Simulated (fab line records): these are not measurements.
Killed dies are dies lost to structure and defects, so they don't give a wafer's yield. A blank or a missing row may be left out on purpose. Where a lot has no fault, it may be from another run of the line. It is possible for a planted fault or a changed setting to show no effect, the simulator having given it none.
Which of the tools did it? + flow sky130 + 15 lots, 45 wafers sampled, at 3 steps of a route of 708

## WHAT EACH GAUGE READ, for each wafer
SKY_VT_ADJUST_PCH_OVL_MEAS_07. Usual: for VT_ADJUST_PCH_OVL the level is 0.9 nm and the standard deviation is 1.5.
| lot  | measured     | on         | VT_ADJUST_PCH_OVL (nm) | flag |
|------|--------------|------------|------------------------|------|
| L750 | day 11 02:31 | overlay-01 | 1.6 1.0 -2.2           |      |
| L751 | day 11 03:28 | overlay-01 | 2.4 0.1 1.7            |      |
| L752 | day 12 02:10 | overlay-01 | 1.9 2.9 2.2            |      |
| L755 | day 12 13:28 | overlay-01 | 0.5 0.4 1.4            |      |
| L758 | day 12 20:37 | overlay-01 | 3.2 1.2 -0.1           |      |
| L757 | day 12 21:55 | overlay-02 | -0.1 -0.9 -2.0         |      |
| L756 | day 12 23:15 | overlay-02 | 1.4 -0.1 -1.5          |      |
| L760 | day 13 16:58 | overlay-02 | 1.1 1.3 0.1            |      |
| L762 | day 14 01:28 | overlay-02 | 1.3 2.0 2.2            |      |
| L761 | day 14 03:47 | overlay-02 | -2.1 -1.4 -2.0         |      |
| L763 | day 14 10:22 | overlay-01 | -1.1 -0.9 -2.2         |      |
| L764 | day 14 21:50 | overlay-01 | 1.5 -0.6 0.8           |      |
| L770 | day 17 04:44 | overlay-01 | 2.1 1.6 2.5            |      |
| L772 | day 17 17:05 | overlay-01 | 0.4 1.0 2.4            |      |
| L773 | day 17 20:01 | overlay-01 | 3.4 1.7 2.4            |      |

SKY_SONOS_ONO_THK_MEAS_01. Usual: for SONOS_ONO_OXIDATION_THK the level is 2.62 nm and the standard deviation is 0.049.
| lot  | measured     | on            | SONOS_ONO_OXIDATION_THK (nm) | flag |
|------|--------------|---------------|------------------------------|------|
| L750 | day 12 04:20 | film_metro-03 | 2.62 2.59 2.65               |      |
| L751 | day 12 05:18 | film_metro-03 | 2.57 2.57 2.59               |      |
| L752 | day 13 05:34 | film_metro-02 | 2.57 2.60 2.56               |      |
| L755 | day 13 18:25 | film_metro-04 | 2.67 2.67 2.69               |      |
| L758 | day 13 23:35 | film_metro-02 | 2.69 2.72 2.71               |      |
| L757 | day 14 02:53 | film_metro-03 | 2.62 2.62 2.63               |      |
| L756 | day 14 02:55 | film_metro-04 | 2.68 2.59 2.62               |      |
| L760 | day 14 21:31 | film_metro-04 | 2.55 2.51 2.60               |      |
| L762 | day 15 11:02 | film_metro-03 | 2.62 2.60 2.58               |      |
| L761 | day 15 11:01 | film_metro-02 | 2.63 2.60 2.57               |      |
| L763 | day 15 18:03 | film_metro-02 | 2.57 2.60 2.52               |      |
| L764 | day 16 05:22 | film_metro-02 | 2.70 2.61 2.69               |      |
| L770 | day 18 13:05 | film_metro-03 | 2.70 2.61 2.59               |      |
| L772 | day 19 02:28 | film_metro-04 | 2.62 2.62 2.64               |      |
| L773 | day 19 04:43 | film_metro-02 | 2.56 2.49 2.56               |      |

SKY_RES_PROTECT_TW_MEAS_08. Usual: for POLY_GATE_TW the level is 4041 and the standard deviation is 36.
| lot  | measured     | on            | POLY_GATE_TW   | flag |
|------|--------------|---------------|----------------|------|
| L750 | day 15 21:13 | film_metro-04 | 4039 4040 4052 |      |
| L751 | day 15 21:17 | film_metro-01 | 4010 4037 4027 |      |
| L752 | day 17 01:41 | film_metro-03 | 4086 4070 4067 |      |
| L755 | day 17 15:41 | film_metro-01 | 4017 4013 4009 |      |
| L758 | day 17 23:53 | film_metro-04 | 4026 4005 4017 |      |
| L757 | day 18 03:02 | film_metro-03 | 4025 4015 4038 |      |
| L756 | day 18 02:50 | film_metro-01 | 4013 4001 4000 |      |
| L760 | day 18 23:19 | film_metro-01 | 4018 4029 4017 |      |
| L762 | day 19 13:05 | film_metro-03 | 4043 4028 4058 |      |
| L761 | day 19 13:22 | film_metro-01 | 4006 4007 4005 |      |
| L763 | day 19 21:37 | film_metro-01 | 4015 4019 4012 |      |
| L764 | day 20 06:32 | film_metro-03 | 4065 4084 4106 |      |
| L770 | day 22 16:05 | film_metro-01 | 4029 4005 4019 |      |
| L772 | day 23 07:50 | film_metro-03 | 4112 4092 4116 |      |
| L773 | day 23 10:14 | film_metro-03 | 4065 4077 4065 |      |

## EACH LOT AND THE TOOL THAT RAN IT (in order: tool; ch and the chambers of the sampled wafers; start)
Record: no process step prior to these readings.

## WHAT THE TOOLS THEMSELVES READ (means of the sampled wafers that have a number; where no wafer has one, the mark that the record gives instead)
The record holds no such reading with a usual standard deviation.

## THE ANSWER, worked out from the rows above alone
Rule: a lot counts as off when the mean over its wafers that have a number is more than 3 standard deviations away from the usual mean. Also off: a lot with no number at a reading for which 4 or more lots have one. All remaining lots with rows at the step are treated as sound. Order of review: gauges by route order, followed by the tools' own readings, for which a lot's mean as printed above is used. The first step at which some lot is off is used, and at that step the reading that is off furthest; a lot without a number counts as furthest.
Across all readings shown, no lot is off: no conclusion can be drawn from this.

## WHAT HAD BEEN PUT IN BY THE SIMULATOR
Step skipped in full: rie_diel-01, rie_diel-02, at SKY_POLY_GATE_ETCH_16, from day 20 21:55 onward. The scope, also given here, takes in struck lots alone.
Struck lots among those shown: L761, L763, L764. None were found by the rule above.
